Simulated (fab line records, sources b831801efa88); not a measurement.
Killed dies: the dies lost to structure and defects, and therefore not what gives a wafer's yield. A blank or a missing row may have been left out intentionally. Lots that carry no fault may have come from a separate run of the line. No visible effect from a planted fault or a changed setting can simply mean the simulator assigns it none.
A sampling plan put to the test ; flow gf180mcu ; 59 faults told of in these records, all on one fab line, each judged by the records of the lots it struck
The plan consists of the line's own looks: route steps at which the wafer is read by a gauge or an inspection but not changed. A look is open to judgement when struck wafers have a number at it and the file gives its usual mean and standard deviation on fault-free wafers. Caught: a look later than the fault's first step finds the struck wafers' mean 4 or more of those standard deviations (sigma) from the usual mean. On the tool: the identical test, applied to the tool's own readings at the steps of the fault. A different recipe on the struck wafers counts as caught too, as does a record blank only for those wafers.

THE FAULTS, as the simulator had put them in
1. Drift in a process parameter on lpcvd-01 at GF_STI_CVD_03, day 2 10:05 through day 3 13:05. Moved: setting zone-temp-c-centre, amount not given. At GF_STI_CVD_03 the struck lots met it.
2. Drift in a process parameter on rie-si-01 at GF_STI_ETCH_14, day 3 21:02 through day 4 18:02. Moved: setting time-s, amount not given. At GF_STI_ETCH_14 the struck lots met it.
3. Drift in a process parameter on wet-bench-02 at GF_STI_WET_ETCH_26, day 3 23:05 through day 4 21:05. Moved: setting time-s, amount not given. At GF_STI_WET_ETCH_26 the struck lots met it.
4. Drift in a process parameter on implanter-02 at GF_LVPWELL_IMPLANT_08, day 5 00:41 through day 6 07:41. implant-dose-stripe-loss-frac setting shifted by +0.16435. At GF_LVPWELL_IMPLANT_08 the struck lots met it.
5. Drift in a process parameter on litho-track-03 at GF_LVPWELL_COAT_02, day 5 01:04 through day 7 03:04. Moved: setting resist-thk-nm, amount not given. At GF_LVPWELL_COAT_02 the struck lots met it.
6. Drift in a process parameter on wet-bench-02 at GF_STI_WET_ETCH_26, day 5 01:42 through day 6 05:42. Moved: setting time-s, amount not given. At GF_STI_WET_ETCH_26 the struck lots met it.
7. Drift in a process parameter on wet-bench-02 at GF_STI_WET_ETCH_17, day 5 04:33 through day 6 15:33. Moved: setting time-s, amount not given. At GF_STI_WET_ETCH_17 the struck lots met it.
8. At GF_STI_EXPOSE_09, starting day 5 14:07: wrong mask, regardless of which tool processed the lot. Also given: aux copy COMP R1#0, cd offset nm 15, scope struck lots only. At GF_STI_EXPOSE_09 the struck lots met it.
9. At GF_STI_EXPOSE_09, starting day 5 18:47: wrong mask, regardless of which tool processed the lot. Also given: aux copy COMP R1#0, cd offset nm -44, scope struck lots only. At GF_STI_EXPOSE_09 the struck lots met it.
10. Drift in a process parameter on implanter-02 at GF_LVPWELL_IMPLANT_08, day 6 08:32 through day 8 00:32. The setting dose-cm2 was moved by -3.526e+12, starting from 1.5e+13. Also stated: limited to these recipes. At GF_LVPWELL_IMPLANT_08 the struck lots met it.
11. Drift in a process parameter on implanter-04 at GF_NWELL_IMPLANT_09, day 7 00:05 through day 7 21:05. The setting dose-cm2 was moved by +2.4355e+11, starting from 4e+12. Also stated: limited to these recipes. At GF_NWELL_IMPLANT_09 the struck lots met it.
12. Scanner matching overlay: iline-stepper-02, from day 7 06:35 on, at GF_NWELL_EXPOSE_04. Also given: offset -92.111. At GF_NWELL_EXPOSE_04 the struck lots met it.
13. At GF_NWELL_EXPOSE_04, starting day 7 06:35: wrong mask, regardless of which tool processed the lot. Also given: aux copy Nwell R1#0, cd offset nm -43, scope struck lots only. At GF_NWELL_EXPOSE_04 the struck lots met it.
14. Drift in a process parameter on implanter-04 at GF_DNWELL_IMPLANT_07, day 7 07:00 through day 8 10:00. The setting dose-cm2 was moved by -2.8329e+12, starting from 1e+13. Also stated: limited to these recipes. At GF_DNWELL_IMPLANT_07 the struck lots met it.
15. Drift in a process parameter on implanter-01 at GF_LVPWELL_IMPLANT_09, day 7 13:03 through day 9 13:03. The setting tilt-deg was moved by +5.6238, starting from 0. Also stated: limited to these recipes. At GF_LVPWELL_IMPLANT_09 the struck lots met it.
16. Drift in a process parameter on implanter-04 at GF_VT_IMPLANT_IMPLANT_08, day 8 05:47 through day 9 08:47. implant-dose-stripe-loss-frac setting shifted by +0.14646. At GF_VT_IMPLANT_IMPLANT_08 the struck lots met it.
17. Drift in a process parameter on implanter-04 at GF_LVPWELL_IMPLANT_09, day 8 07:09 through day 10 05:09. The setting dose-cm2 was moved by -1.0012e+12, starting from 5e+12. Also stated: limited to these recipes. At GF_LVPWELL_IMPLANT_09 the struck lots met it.
18. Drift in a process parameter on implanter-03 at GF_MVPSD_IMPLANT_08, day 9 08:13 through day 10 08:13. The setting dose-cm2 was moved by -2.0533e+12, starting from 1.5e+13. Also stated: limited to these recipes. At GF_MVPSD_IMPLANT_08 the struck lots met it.
19. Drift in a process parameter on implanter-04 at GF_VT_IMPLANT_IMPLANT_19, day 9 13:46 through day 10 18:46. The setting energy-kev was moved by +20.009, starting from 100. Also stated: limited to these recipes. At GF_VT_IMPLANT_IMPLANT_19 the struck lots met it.
20. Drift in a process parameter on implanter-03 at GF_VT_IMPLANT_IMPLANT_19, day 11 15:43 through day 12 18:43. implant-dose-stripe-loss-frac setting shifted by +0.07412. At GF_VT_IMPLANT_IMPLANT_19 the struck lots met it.
21. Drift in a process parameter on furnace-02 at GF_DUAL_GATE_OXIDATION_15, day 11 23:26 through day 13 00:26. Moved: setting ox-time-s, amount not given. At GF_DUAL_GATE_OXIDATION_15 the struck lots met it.
22. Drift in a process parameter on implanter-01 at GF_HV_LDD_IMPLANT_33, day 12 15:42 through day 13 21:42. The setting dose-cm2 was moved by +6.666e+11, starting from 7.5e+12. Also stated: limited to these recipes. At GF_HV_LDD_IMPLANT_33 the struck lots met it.
23. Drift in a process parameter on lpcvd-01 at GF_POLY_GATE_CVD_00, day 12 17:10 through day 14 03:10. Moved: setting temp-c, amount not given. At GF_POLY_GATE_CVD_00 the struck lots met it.
24. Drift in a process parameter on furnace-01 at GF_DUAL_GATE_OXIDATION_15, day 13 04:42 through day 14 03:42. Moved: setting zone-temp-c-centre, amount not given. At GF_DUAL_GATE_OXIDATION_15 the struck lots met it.
25. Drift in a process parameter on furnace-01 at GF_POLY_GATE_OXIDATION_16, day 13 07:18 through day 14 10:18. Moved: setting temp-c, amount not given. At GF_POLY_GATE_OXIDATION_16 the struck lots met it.
26. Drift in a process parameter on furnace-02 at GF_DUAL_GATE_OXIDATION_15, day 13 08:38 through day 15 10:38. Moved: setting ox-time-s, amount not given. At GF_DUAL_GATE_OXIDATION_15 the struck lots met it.
27. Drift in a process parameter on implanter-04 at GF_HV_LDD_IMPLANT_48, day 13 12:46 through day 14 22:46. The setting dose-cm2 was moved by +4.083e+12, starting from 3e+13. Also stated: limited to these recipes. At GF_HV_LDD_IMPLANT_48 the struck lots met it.
28. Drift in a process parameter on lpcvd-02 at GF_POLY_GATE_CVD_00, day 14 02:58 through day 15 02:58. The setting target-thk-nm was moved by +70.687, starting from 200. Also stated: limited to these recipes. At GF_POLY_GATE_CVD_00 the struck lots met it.
29. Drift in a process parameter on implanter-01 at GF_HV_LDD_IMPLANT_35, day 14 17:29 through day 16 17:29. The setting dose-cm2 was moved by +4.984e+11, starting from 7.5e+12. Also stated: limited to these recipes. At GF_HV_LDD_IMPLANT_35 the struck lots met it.
30. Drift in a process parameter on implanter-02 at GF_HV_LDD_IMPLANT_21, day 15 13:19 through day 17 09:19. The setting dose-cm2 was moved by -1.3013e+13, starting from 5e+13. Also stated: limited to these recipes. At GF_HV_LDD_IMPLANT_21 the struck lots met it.
31. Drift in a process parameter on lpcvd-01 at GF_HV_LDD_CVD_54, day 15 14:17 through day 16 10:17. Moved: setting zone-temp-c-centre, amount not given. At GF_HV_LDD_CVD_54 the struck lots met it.
32. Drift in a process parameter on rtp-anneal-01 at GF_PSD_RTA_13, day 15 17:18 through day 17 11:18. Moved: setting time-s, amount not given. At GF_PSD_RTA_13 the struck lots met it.
33. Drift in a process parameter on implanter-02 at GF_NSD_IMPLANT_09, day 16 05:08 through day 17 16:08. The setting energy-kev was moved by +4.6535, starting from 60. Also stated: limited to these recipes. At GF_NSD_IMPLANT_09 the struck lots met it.
34. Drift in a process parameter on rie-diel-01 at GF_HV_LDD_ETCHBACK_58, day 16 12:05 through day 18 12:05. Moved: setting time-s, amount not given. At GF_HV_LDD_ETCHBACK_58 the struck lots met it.
35. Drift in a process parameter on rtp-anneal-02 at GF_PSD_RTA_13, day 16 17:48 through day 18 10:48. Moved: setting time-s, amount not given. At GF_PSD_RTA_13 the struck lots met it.
36. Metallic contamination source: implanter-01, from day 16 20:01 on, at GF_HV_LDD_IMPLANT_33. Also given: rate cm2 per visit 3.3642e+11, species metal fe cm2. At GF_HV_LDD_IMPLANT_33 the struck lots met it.
37. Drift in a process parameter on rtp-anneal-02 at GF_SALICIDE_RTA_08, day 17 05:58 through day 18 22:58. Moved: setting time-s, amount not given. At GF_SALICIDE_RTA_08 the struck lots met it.
38. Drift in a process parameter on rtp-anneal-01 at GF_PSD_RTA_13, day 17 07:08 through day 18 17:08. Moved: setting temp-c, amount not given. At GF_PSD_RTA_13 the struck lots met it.
39. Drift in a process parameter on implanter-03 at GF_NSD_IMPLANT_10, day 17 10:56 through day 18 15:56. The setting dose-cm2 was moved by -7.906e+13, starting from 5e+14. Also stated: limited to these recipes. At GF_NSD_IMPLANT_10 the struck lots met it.
40. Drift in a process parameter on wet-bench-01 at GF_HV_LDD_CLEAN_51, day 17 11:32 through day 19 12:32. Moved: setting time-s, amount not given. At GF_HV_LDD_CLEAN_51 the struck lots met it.
41. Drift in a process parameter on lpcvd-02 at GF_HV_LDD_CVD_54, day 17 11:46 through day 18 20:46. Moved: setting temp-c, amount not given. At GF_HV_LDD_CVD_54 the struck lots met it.
42. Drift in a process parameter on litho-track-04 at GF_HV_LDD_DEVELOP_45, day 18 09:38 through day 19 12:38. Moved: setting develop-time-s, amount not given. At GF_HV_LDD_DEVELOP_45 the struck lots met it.
43. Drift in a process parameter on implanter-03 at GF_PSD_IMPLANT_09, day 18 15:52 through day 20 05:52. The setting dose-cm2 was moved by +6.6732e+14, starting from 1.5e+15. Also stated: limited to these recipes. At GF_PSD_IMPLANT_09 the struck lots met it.
44. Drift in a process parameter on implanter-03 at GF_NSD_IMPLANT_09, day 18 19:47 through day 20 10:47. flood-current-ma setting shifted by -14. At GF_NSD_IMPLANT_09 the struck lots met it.
45. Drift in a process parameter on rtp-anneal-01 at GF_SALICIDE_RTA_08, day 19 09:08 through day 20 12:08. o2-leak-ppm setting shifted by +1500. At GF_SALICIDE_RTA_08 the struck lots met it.
46. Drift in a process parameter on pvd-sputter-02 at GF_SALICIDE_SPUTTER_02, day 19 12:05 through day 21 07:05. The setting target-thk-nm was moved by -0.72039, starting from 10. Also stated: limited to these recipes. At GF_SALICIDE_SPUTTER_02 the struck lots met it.
47. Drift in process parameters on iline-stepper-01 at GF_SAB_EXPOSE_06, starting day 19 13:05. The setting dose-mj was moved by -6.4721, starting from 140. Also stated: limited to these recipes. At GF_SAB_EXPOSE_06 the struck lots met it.
48. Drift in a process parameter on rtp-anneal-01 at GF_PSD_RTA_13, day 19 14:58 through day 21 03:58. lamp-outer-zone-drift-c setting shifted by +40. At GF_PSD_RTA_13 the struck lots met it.
49. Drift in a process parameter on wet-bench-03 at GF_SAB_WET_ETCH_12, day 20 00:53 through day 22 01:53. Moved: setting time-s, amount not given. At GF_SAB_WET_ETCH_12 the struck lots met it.
50. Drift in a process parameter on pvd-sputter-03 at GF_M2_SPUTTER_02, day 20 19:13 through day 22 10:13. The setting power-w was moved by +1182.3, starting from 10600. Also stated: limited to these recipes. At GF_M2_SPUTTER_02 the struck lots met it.
51. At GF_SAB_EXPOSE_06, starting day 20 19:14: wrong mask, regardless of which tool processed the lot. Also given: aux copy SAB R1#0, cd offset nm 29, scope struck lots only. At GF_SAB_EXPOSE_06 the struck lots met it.
52. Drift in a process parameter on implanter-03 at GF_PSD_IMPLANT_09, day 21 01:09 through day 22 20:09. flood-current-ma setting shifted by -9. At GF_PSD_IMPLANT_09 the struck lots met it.
53. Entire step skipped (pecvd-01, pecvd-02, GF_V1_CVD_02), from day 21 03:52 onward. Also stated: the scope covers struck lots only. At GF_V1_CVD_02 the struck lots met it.
54. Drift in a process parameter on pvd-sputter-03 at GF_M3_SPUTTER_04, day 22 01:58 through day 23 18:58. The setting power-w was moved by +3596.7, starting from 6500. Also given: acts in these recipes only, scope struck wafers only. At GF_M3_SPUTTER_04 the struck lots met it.
55. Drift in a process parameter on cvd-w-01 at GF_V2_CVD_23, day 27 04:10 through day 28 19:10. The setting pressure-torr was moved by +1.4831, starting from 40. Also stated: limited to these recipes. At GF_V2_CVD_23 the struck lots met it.
56. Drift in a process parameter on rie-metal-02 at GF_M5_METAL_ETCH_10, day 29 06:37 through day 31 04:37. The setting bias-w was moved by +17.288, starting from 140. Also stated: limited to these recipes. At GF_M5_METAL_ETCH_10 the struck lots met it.
57. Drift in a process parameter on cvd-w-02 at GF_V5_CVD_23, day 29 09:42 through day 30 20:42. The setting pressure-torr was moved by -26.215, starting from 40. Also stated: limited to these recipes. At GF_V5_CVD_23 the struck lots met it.
58. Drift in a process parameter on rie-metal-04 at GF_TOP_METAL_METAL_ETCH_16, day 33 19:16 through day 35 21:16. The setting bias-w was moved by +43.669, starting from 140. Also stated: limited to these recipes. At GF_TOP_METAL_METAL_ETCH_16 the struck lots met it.
59. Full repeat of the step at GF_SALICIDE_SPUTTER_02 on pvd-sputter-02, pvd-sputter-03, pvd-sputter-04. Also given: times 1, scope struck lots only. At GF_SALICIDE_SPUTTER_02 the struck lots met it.

WHAT THE PLAN SAW
fault;on the tool itself;first look that catches it;reading, sigma;median hours from its first step to that look;hours from the fault's start to the first struck lot there;judged looks passed uncaught
1;spike-tc-centre-C +9.0 sigma;GF_STI_THK_MEAS_04;STI_CVD_03_THK +9.2;2.0;9;0
2;run-length-s +10 sigma;no look after it can be judged;-;-;-;0
3;run-length-s -38 sigma;no look after it can be judged;-;-;-;0
4;under 2 sigma;none of the 3 looks that can be judged after it;strongest: LVPWELL_RS at GF_VT_IMPLANT_RS_MEAS_48, +3.7;-;-;3
5;under 2 sigma;no look after it can be judged;-;-;-;0
6;run-length-s -21 sigma;no look after it can be judged;-;-;-;0
7;run-length-s +99 or beyond sigma;none of the 2 looks that can be judged after it;-;-;-;2
8;under 2 sigma;GF_STI_CD_MEAS_12;cd-nm +15;7.3;10;0
9;no reading that can be judged;GF_STI_CD_MEAS_12;cd-nm -45;7.5;10;0
10;dose-ions-cm2 -99 or beyond sigma;GF_LVPWELL_TW_MEAS_11;LVPWELL_TW -6.0;0.4;2;0
11;dose-ions-cm2 +56 sigma;none of the 6 looks that can be judged after it;strongest: NWELL_RS at GF_VT_IMPLANT_RS_MEAS_47, -2.9;-;-;6
12;under 2 sigma;GF_NWELL_OVL_MEAS_07;NWELL_OVL -71;7.8;10;0
13;no reading that can be judged;no look after it can be judged;-;-;-;0
14;dose-ions-cm2 -99 or beyond sigma;GF_DNWELL_TW_MEAS_09;DNWELL_TW -7.2;0.2;3;0
15;tilt-deg +99 or beyond sigma;GF_VT_IMPLANT_RS_MEAS_48;LVPWELL_RS -7.8;108.3;112;1
16;no reading that can be judged;GF_VT_IMPLANT_TW_MEAS_10;VT_IMPLANT_TW -4.3;0.2;14;0
17;dose-ions-cm2 -99 or beyond sigma;GF_VT_IMPLANT_RS_MEAS_48;LVPWELL_RS +14;110.8;113;0
18;dose-ions-cm2 -99 or beyond sigma;GF_MVPSD_TW_MEAS_11;MVPSD_TW -4.3;0.4;6;0
19;beam-energy-keV +99 or beyond sigma;GF_VT_IMPLANT_TW_MEAS_21;VT_IMPLANT_2_TW +7.6;0.2;1;0
20;under 2 sigma;none of the 8 looks that can be judged after it;-;-;-;8
21;no reading that can be judged;not the one look that can be judged after it;-;-;-;1
22;dose-ions-cm2 +83 sigma;no look after it can be judged;-;-;-;0
23;spike-tc-lower-C -7.4 sigma;GF_POLY_GATE_THK_MEAS_01;POLY_GATE_CVD_00_THK -14;1.3;4;0
24;spike-tc-centre-C -26 sigma;no look after it can be judged;-;-;-;0
25;tube-center-temp-C +99 or beyond sigma;GF_POLY_GATE_THK_MEAS_17;POLY_GATE_OXIDATION_THK +23;1.3;9;0
26;under 2 sigma;no look after it can be judged;-;-;-;0
27;dose-ions-cm2 +99 or beyond sigma;none of the 2 looks that can be judged after it;strongest: HV_LDD_4_TW at GF_HV_LDD_TW_MEAS_50, +3.8;-;-;2
28;under 2 sigma;GF_POLY_GATE_THK_MEAS_01;POLY_GATE_CVD_00_THK +29;2.0;0;0
29;dose-ions-cm2 +62 sigma;no look after it can be judged;-;-;-;0
30;dose-ions-cm2 -99 or beyond sigma;GF_HV_LDD_TW_MEAS_23;HV_LDD_2_TW -10;0.2;3;0
31;spike-tc-centre-C +24 sigma;GF_HV_LDD_THK_MEAS_55;HV_LDD_CVD_54_THK +7.3;1.0;8;0
32;run-length-s -13 sigma;GF_PSD_RS_MEAS_14;NSD_RS +10;0.1;2;0
33;beam-energy-keV +99 or beyond sigma;GF_PSD_RS_MEAS_14;NSD_RS -14;23.9;25;0
34;run-length-s -53 sigma;no look after it can be judged;-;-;-;0
35;run-length-s +99 or beyond sigma;GF_PSD_RS_MEAS_14;NSD_RS -60;0.1;8;0
36;under 2 sigma;none of the 7 looks that can be judged after it;-;-;-;7
37;run-length-s +99 or beyond sigma;no look after it can be judged;-;-;-;0
38;under 2 sigma;GF_PSD_RS_MEAS_14;NSD_RS -8.7;0.1;14;0
39;dose-ions-cm2 -99 or beyond sigma;GF_PSD_RS_MEAS_14;NSD_RS +10;24.5;33;0
40;run-length-s -26 sigma;no look after it can be judged;-;-;-;0
41;spike-tc-upper-C +10 sigma;GF_HV_LDD_THK_MEAS_55;HV_LDD_CVD_54_THK +15;1.0;4;0
42;no reading that can be judged;none of the 2 looks that can be judged after it;strongest: cd-nm at GF_HV_LDD_CD_MEAS_46, -3.6;-;-;2
43;dose-ions-cm2 +99 or beyond sigma;GF_PSD_TW_MEAS_11;PSD_TW +5.9;0.3;20;0
44;under 2 sigma;none of the 8 looks that can be judged after it;-;-;-;8
45;chamber-o2-ppm +99 or beyond sigma;no look after it can be judged;-;-;-;0
46;under 2 sigma;GF_SALICIDE_RS_MEAS_04;SALICIDE_TIN_RS +4.3;0.1;9;0
47;exposure-dose-mJ-cm2 -48 sigma;GF_SAB_CD_MEAS_09;cd-nm +4.4;11.7;23;0
48;under 2 sigma;GF_PSD_RS_MEAS_14;NSD_RS -36;0.1;4;0
49;run-length-s +16 sigma;no look after it can be judged;-;-;-;0
50;cathode-dc-power-W +99 or beyond sigma;GF_M2_RS_MEAS_05;M2_ALCU_RS -8.0;0.1;6;0
51;under 2 sigma;GF_SAB_CD_MEAS_09;cd-nm +12;10.2;11;0
52;under 2 sigma;none of the 8 looks that can be judged after it;-;-;-;8
53;the tool's record is blank for the struck wafers;no look after it can be judged;-;-;-;0
54;cathode-dc-power-W +99 or beyond sigma;not the one look that can be judged after it;strongest: M3_ALCU_THK at GF_M3_THK_MEAS_06, -2.9;-;-;1
55;chamber-pressure-Torr +19 sigma;not the one look that can be judged after it;-;-;-;1
56;bias-w +39 sigma;no look after it can be judged;-;-;-;0
57;chamber-pressure-Torr -99 or beyond sigma;GF_V5_RS_MEAS_24;V5_W_RS +72;0.1;6;0
58;bias-w +99 or beyond sigma;no look after it can be judged;-;-;-;0
59;under 2 sigma;GF_SALICIDE_RS_MEAS_04;SALICIDE_TIN_RS -24;0.2;-;0
A dash: the fault is not caught, or the number is missing from these records.

Caught at a look: 30 of 59. Caught on the tool: 39 of 59. By one or the other: 49 of 59.
Faults 2, 3, 6, 7, 11, 22, 24, 27, 29, 34, 37, 40, 45, 49, 53, 54, 55, 56, 58 were caught on the tool alone.
Caught at a look alone: faults 8, 9, 12, 16, 28, 38, 46, 48, 51, 59.
Caught by neither: faults 4, 5, 13, 20, 21, 26, 36, 42, 44, 52.

THINNER SAMPLING
If the look that catches a fault measured only every second or every third lot, by lot number, the first struck lot would be measured this late in the worst case:
fault;struck lots at that look, in order of time;every lot;every second lot;every third lot
1;L117, L120;9 h;24 h;may miss all 2
8;L439;10 h;may miss it;may miss it
9;L428;10 h;may miss it;may miss it
10;L954, L957;2 h;23 h;may miss all 2
12;L608, L609;10 h;14 h;may miss all 2
14;L978, L979;3 h;8 h;may miss all 2
15;L242, L243, L246;112 h;116 h;may miss all 3
16;L920, L921;14 h;16 h;may miss all 2
17;L587, L589;113 h;may miss all 2;may miss all 2
18;L761, L762;6 h;12 h;may miss all 2
19;L508, L509, L511;1 h;13 h;may miss all 3
23;L741, L742, L744;4 h;14 h;may miss all 3
25;L814, L816;9 h;may miss all 2;may miss all 2
28;L454, L455, L457;0 h;4 h;may miss all 3
30;L658, L663;3 h;39 h;may miss all 2
31;L983, L984;8 h;12 h;may miss all 2
32;L807, L809;2 h;may miss all 2;may miss all 2
33;L640, L643;25 h;57 h;may miss all 2
35;L110, L111, L113;8 h;13 h;may miss all 3
38;L531, L533;14 h;may miss all 2;may miss all 2
39;L163, L164;33 h;49 h;may miss all 2
41;L603, L606;4 h;30 h;may miss all 2
43;L144, L146;20 h;may miss all 2;may miss all 2
46;L473, L475;9 h;may miss all 2;may miss all 2
47;L205, L207;23 h;may miss all 2;may miss all 2
48;L671, L672, L673;4 h;15 h;18 h
50;L768, L769;6 h;11 h;may miss all 2
51;L633;11 h;may miss it;may miss it
57;L322, L323;6 h;9 h;may miss all 2
The hour figures run from when the fault began to the first measured lot among those it struck. 4 sigma limit: tested on the pooled struck wafers, so a lone lot may be under it. Other struck lots may not be in these records.

THE LONGEST TIMED WAY FROM STEP TO LOOK
For fault 17, GF_LVPWELL_IMPLANT_09 and GF_VT_IMPLANT_RS_MEAS_48 are separated by a median of 110.8 hours. No look between them can be judged.
